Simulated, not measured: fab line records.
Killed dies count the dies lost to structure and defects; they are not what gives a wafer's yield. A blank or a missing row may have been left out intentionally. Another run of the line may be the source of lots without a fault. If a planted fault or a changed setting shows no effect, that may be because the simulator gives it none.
Code-filled problem report in 8D (eight disciplines) form | flow sfqLine | the parts of the form that need people (team, actions taken, sign-off) are left out

== 1. WHAT WENT WRONG ==
At SFQ_TRILAYER_R5_BARC_OPEN_METAL_ETCH_177, runLengthS averages 93.4 s over 6 wafers from 2 lots, while fault-free wafers read 70.1 s, standard deviation 0.47. That is +50 standard deviations from the usual mean.
The step: etches BARC in O2, target depth 125 nm, time 41.7 s.
First observed at day 67 03:45: wafer L905.2, on rieMetal-02. At this step, 18 wafers from 6 lots have a number in the record. By rule, "out" or "out of limits" means more than 4 standard deviations away from the usual mean. The other wafers with a number count as sound.

== 2. WHAT IT IS, AND WHAT IT ISN'T ==
question                    | is                       | is not
which readings at this step | runLengthS, oesProductAu | drypumpMotorCurrentA
which lots                  | L905, L908               | L897, L902, L913, L914
which wafers of those lots  | all that have a number   | -
read on which tools         | rieMetal-02              | rieMetal-03
when                        | from day 67 03:45        | up to then (6 sound wafers); but 6 sound wafers of L913, L914 came after

== 3. THE SUSPECTS, EACH WITH WHAT RULES IT OUT ==
Counting: any tool at a process step up to the reading is kept as a suspect provided that every lot that is out went through it and no sound lot did after the first of them.
- pvdSputter-06 at SFQ_TRILAYER_R5_DEP_SPUTTER_132 (material Ti, target thk 5 nm, time 5 s): ruled out as a lasting fault. After its first lot that is out, L905 (day 62 06:49), sound lots L914 ran on it.
- pvdSputter-06 at SFQ_TRILAYER_R5_DEP_SPUTTER_133 (material MoNx, target thk 40 nm, time 66.7 s): ruled out as a lasting fault. After its first lot that is out, L905 (day 62 06:49), sound lots L914 ran on it.
- pvdSputter-06 at SFQ_TRILAYER_R5_DEP_SPUTTER_134 (material Ti, target thk 5 nm, time 5 s): ruled out as a lasting fault. After its first lot that is out, L905 (day 62 06:53), sound lots L914 ran on it.
- rieMetal-02 at SFQ_TRILAYER_R5_BARC_OPEN_METAL_ETCH_177 (etches BARC in O2, target depth 125 nm, time 41.7 s): kept. All lots that are out passed through it, beginning with L905 at day 67 03:45, and no sound lot followed; its final sound lot before that point was L897 at day 61 06:22. Out on those wafers are its own readings of oesProductAu, runLengthS.
After counting, what remains is rieMetal-02 at SFQ_TRILAYER_R5_BARC_OPEN_METAL_ETCH_177.

== 4. THE CAUSE (what the simulator had put in) ==
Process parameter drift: rieMetal-02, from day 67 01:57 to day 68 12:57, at SFQ_TRILAYER_R5_BARC_OPEN_METAL_ETCH_177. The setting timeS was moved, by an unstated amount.
Counting left only this tool.

== 5. THE EFFECT CHAIN, in route order ==
Each row: a reading whose mean over the struck wafers that have a number lies more than 3 standard deviations from the usual. Only readings whose record carries a usual standard deviation are examined. hours: median over the lots of the time between each lot's start at the first step of this table that gives one and its start at this step. sigmas: the change, counted in usual standard deviations.
hours | step                                     | reading      | usual      | on struck wafers | change | sigmas
0     | SFQ_TRILAYER_R5_BARC_OPEN_METAL_ETCH_177 | oesProductAu | 0.685 a.u. | 0.577            | -0.108 | -23
0     | SFQ_TRILAYER_R5_BARC_OPEN_METAL_ETCH_177 | runLengthS   | 70.1 s     | 93.4             | +23.3  | +50
It contains these process steps:
- SFQ_TRILAYER_R5_BARC_OPEN_METAL_ETCH_177: etches BARC in O2, target depth 125 nm, time 41.7 s.

== 6. WHAT WOULD HAVE CAUGHT IT SOONER ==
In this record no reading fell out of limits until day 67 03:45, 2 hours after the fault had begun at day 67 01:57.
